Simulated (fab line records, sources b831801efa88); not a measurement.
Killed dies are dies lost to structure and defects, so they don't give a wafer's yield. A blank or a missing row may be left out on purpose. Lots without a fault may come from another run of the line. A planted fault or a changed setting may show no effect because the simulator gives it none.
Which tool did it? | flow sky130 | 24 lots, 72 wafers sampled, at 5 steps of a route of 708

WHAT THE GAUGES READ, wafer by wafer
SKY_CAPM_RS_MEAS_03: measures by four-point-probe. Usual: CAPM_TIN_RS 6.92 ohm/sq, standard deviation 0.079.
lot  | measured     | on            | CAPM_TIN_RS (ohm/sq) | flag
L074 | day 36 20:42 | film_metro-03 | 6.85 6.89 6.86       |
L075 | day 37 10:50 | film_metro-01 | 6.92 6.90 6.90       |
L076 | day 37 14:53 | film_metro-01 | 6.87 6.81 6.86       |
L077 | day 37 21:06 | film_metro-03 | 6.83 6.87 6.79       |
L078 | day 38 11:17 | film_metro-04 | 7.05 7.05 6.98       |
L079 | day 38 12:04 | film_metro-03 | 7.06 7.01 6.97       |
L080 | day 39 07:07 | film_metro-01 | 6.92 6.93 6.98       |
L081 | day 39 07:55 | film_metro-01 | 6.93 6.98 6.98       |
L082 | day 39 16:29 | film_metro-01 | 7.06 6.95 6.92       |
L083 | day 39 19:27 | film_metro-01 | 6.98 6.90 6.93       |
L084 | day 40 12:49 | film_metro-01 | 6.97 6.91 6.89       |
L085 | day 40 15:35 | film_metro-01 | 6.96 6.99 7.02       |
L086 | day 41 00:22 | film_metro-01 | 6.78 6.83 6.84       |
L087 | day 41 02:40 | film_metro-01 | 6.96 6.95 6.92       |
L088 | day 41 05:24 | film_metro-01 | 6.94 6.99 6.97       |
L089 | day 41 08:43 | film_metro-01 | 6.85 6.85 6.84       |
L090 | day 41 12:16 | film_metro-03 | 6.84 6.83 6.90       |
L091 | day 41 12:28 | film_metro-01 | 6.82 6.84 6.84       |
L092 | day 42 03:48 | film_metro-03 | 7.08 7.04 7.10       |
L093 | day 42 08:33 | film_metro-04 | 6.85 6.83 6.88       |
L094 | day 42 15:36 | film_metro-03 | 6.91 6.85 6.91       |
L096 | day 42 18:22 | film_metro-04 | 6.81 6.78 6.82       |
L095 | day 42 19:40 | film_metro-03 | 7.03 7.00 7.00       |
L097 | day 43 10:21 | film_metro-04 | 6.87 6.89 6.88       |

SKY_CAPM_THK_MEAS_04: measures by xrf. Usual: CAPM_TIN_THK 206.8 nm, standard deviation 2.4.
lot  | measured     | on            | CAPM_TIN_THK (nm) | flag
L074 | day 36 20:49 | film_metro-03 | 209.3 207.2 207.9 |
L075 | day 37 10:57 | film_metro-01 | 205.6 207.4 207.4 |
L076 | day 37 15:01 | film_metro-01 | 208.0 209.8 208.5 |
L077 | day 37 21:11 | film_metro-03 | 208.6 208.9 210.2 |
L078 | day 38 11:23 | film_metro-04 | 204.0 205.0 205.4 |
L079 | day 38 12:11 | film_metro-03 | 202.3 203.7 204.6 |
L080 | day 39 07:13 | film_metro-01 | 207.1 206.7 204.4 |
L081 | day 39 08:02 | film_metro-01 | 205.9 205.2 205.2 |
L082 | day 39 16:35 | film_metro-01 | 203.3 205.9 205.6 |
L083 | day 39 19:33 | film_metro-01 | 204.9 207.0 205.3 |
L084 | day 40 12:56 | film_metro-01 | 205.8 206.5 206.6 |
L085 | day 40 15:41 | film_metro-01 | 205.6 203.8 203.0 |
L086 | day 41 00:28 | film_metro-01 | 211.3 209.2 209.1 |
L087 | day 41 02:47 | film_metro-01 | 205.3 206.0 206.5 |
L088 | day 41 05:31 | film_metro-01 | 206.6 205.3 204.9 |
L089 | day 41 08:50 | film_metro-01 | 208.3 209.0 209.2 |
L090 | day 41 12:23 | film_metro-03 | 207.6 208.2 206.7 |
L091 | day 41 12:35 | film_metro-01 | 210.8 209.1 209.7 |
L092 | day 42 03:55 | film_metro-03 | 201.6 202.8 202.6 |
L093 | day 42 08:40 | film_metro-04 | 209.6 209.0 207.3 |
L094 | day 42 15:41 | film_metro-03 | 207.8 209.5 205.8 |
L096 | day 42 18:28 | film_metro-04 | 211.1 211.6 210.6 |
L095 | day 42 19:47 | film_metro-03 | 204.3 204.8 204.8 |
L097 | day 43 10:28 | film_metro-04 | 208.3 207.5 207.6 |

SKY_METAL3_CD_MEAS_13: target cd 300 nm. Usual: cd_nm 300.3 nm, standard deviation 1.5.
lot  | measured     | on        | cd_nm (nm)        | flag
L074 | day 38 23:44 | cd_sem-01 | 299.2 299.2 298.5 |
L075 | day 39 13:07 | cd_sem-01 | 303.8 302.6 302.6 |
L076 | day 39 17:20 | cd_sem-01 | 301.0 301.5 302.4 |
L077 | day 39 23:37 | cd_sem-02 | 299.2 300.2 299.0 |
L078 | day 40 12:18 | cd_sem-02 | 299.5 299.8 299.3 |
L079 | day 40 13:19 | cd_sem-02 | 297.0 299.2 297.1 |
L080 | day 41 08:54 | cd_sem-02 | 301.7 301.5 303.2 |
L081 | day 41 09:21 | cd_sem-02 | 299.8 301.0 299.5 |
L082 | day 41 17:14 | cd_sem-02 | 298.7 300.1 297.7 |
L083 | day 41 20:41 | cd_sem-01 | 301.2 300.4 300.5 |
L084 | day 42 13:18 | cd_sem-02 | 301.3 301.3 300.5 |
L085 | day 42 16:22 | cd_sem-01 | 299.9 299.9 299.1 |
L086 | day 43 01:09 | cd_sem-02 | 298.9 299.7 299.9 |
L087 | day 43 02:04 | cd_sem-02 | 298.4 299.8 298.9 |
L088 | day 43 04:40 | cd_sem-01 | 302.0 300.8 300.9 |
L089 | day 43 07:37 | cd_sem-02 | 299.5 299.7 300.3 |
L090 | day 43 11:43 | cd_sem-02 | 301.1 300.4 300.4 |
L091 | day 43 11:53 | cd_sem-02 | 301.3 301.4 301.9 |
L092 | day 44 02:02 | cd_sem-02 | 303.1 302.4 302.9 |
L093 | day 44 06:28 | cd_sem-02 | 299.3 298.2 298.9 |
L094 | day 44 12:16 | cd_sem-01 | 300.5 299.1 300.2 |
L096 | day 44 13:43 | cd_sem-02 | 298.8 299.7 299.0 |
L095 | day 44 16:31 | cd_sem-01 | 300.6 300.6 301.1 |
L097 | day 45 07:22 | cd_sem-02 | 300.9 300.6 299.3 |

WHICH TOOL RAN EACH LOT (tool, then ch and the chambers of the sampled wafers, then the start)
lot  | SKY_VIA1_CMP_24               | SKY_METAL3_SPUTTER_04
L074 | cmp-01 ch 1,2,3, day 34 11:23 | pvd_sputter-03, day 36 20:28
L075 | cmp-02 ch 1,2,3, day 35 01:36 | pvd_sputter-04, day 37 10:35
L076 | cmp-01 ch 0,1, day 35 06:07   | pvd_sputter-04, day 37 14:39
L077 | cmp-02 ch 0,1, day 35 13:16   | pvd_sputter-03, day 37 20:48
L078 | cmp-01 ch 0,1,2, day 36 03:07 | pvd_sputter-03, day 38 11:01
L079 | cmp-02 ch 0,1,3, day 36 04:08 | pvd_sputter-04, day 38 11:49
L080 | cmp-01 ch 0,1,3, day 37 00:35 | pvd_sputter-01, day 39 06:50
L081 | cmp-02 ch 0,1,3, day 37 00:44 | pvd_sputter-03, day 39 07:40
L082 | cmp-01 ch 1,2, day 37 11:07   | pvd_sputter-04, day 39 16:11
L083 | cmp-01 ch 2,3, day 37 13:25   | pvd_sputter-03, day 39 19:10
L084 | cmp-02 ch 0,1,2, day 38 09:10 | pvd_sputter-04, day 40 12:34
L085 | cmp-01 ch 0,1,3, day 38 11:35 | pvd_sputter-04, day 40 15:18
L086 | cmp-02 ch 0,1,2, day 38 20:40 | pvd_sputter-01, day 41 00:05
L087 | cmp-02 ch 0,1,2, day 38 22:14 | pvd_sputter-04, day 41 02:25
L088 | cmp-02 ch 0,1,2, day 39 00:40 | pvd_sputter-03, day 41 05:08
L089 | cmp-01 ch 0,2,3, day 39 04:00 | pvd_sputter-04, day 41 08:28
L090 | cmp-01 ch 0,1, day 39 08:31   | pvd_sputter-01, day 41 12:02
L091 | cmp-02 ch 0,1,2, day 39 08:55 | pvd_sputter-03, day 41 12:14
L092 | cmp-02 ch 0,1,2, day 40 00:45 | pvd_sputter-04, day 42 03:33
L093 | cmp-01 ch 0,2, day 40 03:56   | pvd_sputter-01, day 42 08:19
L094 | cmp-01 ch 2,3, day 40 11:30   | pvd_sputter-03, day 42 15:18
L096 | cmp-01 ch 1,2,3, day 40 14:09 | pvd_sputter-03, day 42 18:06
L095 | cmp-02 ch 0,2,3, day 40 16:07 | pvd_sputter-03, day 42 19:25
L097 | cmp-02 ch 0,3, day 41 07:27   | pvd_sputter-01, day 43 10:07
- SKY_VIA1_CMP_24: polishes, stops on SiO2, t overpolish 15 s, target thk 0 nm.
- SKY_METAL3_SPUTTER_04: material TiN, target thk 70 nm, time 58.3 s.

WHAT THE TOOLS THEMSELVES READ (means of the sampled wafers that have a number; where no wafer has one, the mark that the record gives instead)
SKY_VIA1_CMP_24. Usual: motor_current_A 10.9 A, standard deviation 1.1; overpolish_run_s 15.000 s, standard deviation 0.0094; time_to_endpoint_s 64.9 s, standard deviation 2.7.
lot  | tool   | motor_current_A (A) | overpolish_run_s (s) | time_to_endpoint_s (s) | flag
L074 | cmp-01 | 10.3                | 15.003               | 60.5                   |
L075 | cmp-02 | 11.3                | 14.999               | 64.3                   |
L076 | cmp-01 | 11.7                | 14.998               | 62.6                   |
L077 | cmp-02 | 11.0                | 14.994               | 65.0                   |
L078 | cmp-01 | 10.4                | 14.992               | 61.6                   |
L079 | cmp-02 | 10.7                | 14.988               | 65.6                   |
L080 | cmp-01 | 11.4                | 15.010               | 67.2                   |
L081 | cmp-02 | 10.8                | 14.997               | 68.4                   |
L082 | cmp-01 | 9.8                 | 14.996               | 66.0                   |
L083 | cmp-01 | 9.1                 | 14.993               | 66.5                   |
L084 | cmp-02 | 11.4                | 15.005               | 65.4                   |
L085 | cmp-01 | 11.7                | 15.002               | 65.2                   |
L086 | cmp-02 | 11.2                | 15.001               | 63.6                   |
L087 | cmp-02 | 11.5                | 14.996               | 64.4                   |
L088 | cmp-02 | 11.2                | 15.002               | 64.3                   |
L089 | cmp-01 | 10.5                | 14.989               | 68.8                   |
L090 | cmp-01 | 11.4                | 15.001               | 65.5                   |
L091 | cmp-02 | 11.2                | 15.005               | 62.9                   |
L092 | cmp-02 | 11.1                | 15.008               | 64.9                   |
L093 | cmp-01 | 9.3                 | 15.003               | 63.2                   |
L094 | cmp-01 | 10.0                | 14.993               | 64.8                   |
L096 | cmp-01 | 10.6                | 14.998               | 62.7                   |
L095 | cmp-02 | 10.9                | 15.005               | 64.2                   |
L097 | cmp-02 | 10.8                | 15.000               | 65.9                   |

SKY_METAL3_SPUTTER_04. Usual: throttle_valve_pct 30.1 %, standard deviation 0.89.
lot  | tool           | throttle_valve_pct (%) | flag
L074 | pvd_sputter-03 | 31.0                   |
L075 | pvd_sputter-04 | 29.5                   |
L076 | pvd_sputter-04 | 29.4                   |
L077 | pvd_sputter-03 | 31.1                   |
L078 | pvd_sputter-03 | 30.2                   |
L079 | pvd_sputter-04 | 29.5                   |
L080 | pvd_sputter-01 | 30.3                   |
L081 | pvd_sputter-03 | 30.8                   |
L082 | pvd_sputter-04 | 29.4                   |
L083 | pvd_sputter-03 | 30.9                   |
L084 | pvd_sputter-04 | 29.5                   |
L085 | pvd_sputter-04 | 29.1                   |
L086 | pvd_sputter-01 | 30.3                   |
L087 | pvd_sputter-04 | 29.3                   |
L088 | pvd_sputter-03 | 30.9                   |
L089 | pvd_sputter-04 | 30.0                   |
L090 | pvd_sputter-01 | 30.2                   |
L091 | pvd_sputter-03 | 30.7                   |
L092 | pvd_sputter-04 | 29.8                   |
L093 | pvd_sputter-01 | 30.1                   |
L094 | pvd_sputter-03 | 30.1                   |
L096 | pvd_sputter-03 | 30.3                   |
L095 | pvd_sputter-03 | 30.4                   |
L097 | pvd_sputter-01 | 30.2                   |

THE ANSWER, worked out from the rows above alone
Rule: a lot is off if the mean of its wafers that have a number lies more than 3 standard deviations from the usual mean. A lot without any number at a reading at which 4 lots or more have one is off too. The other lots that the step has rows for count as sound. The gauges are gone through in route order, then the tools' own readings, and for those a lot's mean is taken as printed above. The first step at which some lot is off is used, and at that step the reading that is off furthest; a lot without a number counts as furthest.
No lot is off at any reading shown: from this, nothing can be told.

WHAT THE SIMULATOR HAD PUT IN
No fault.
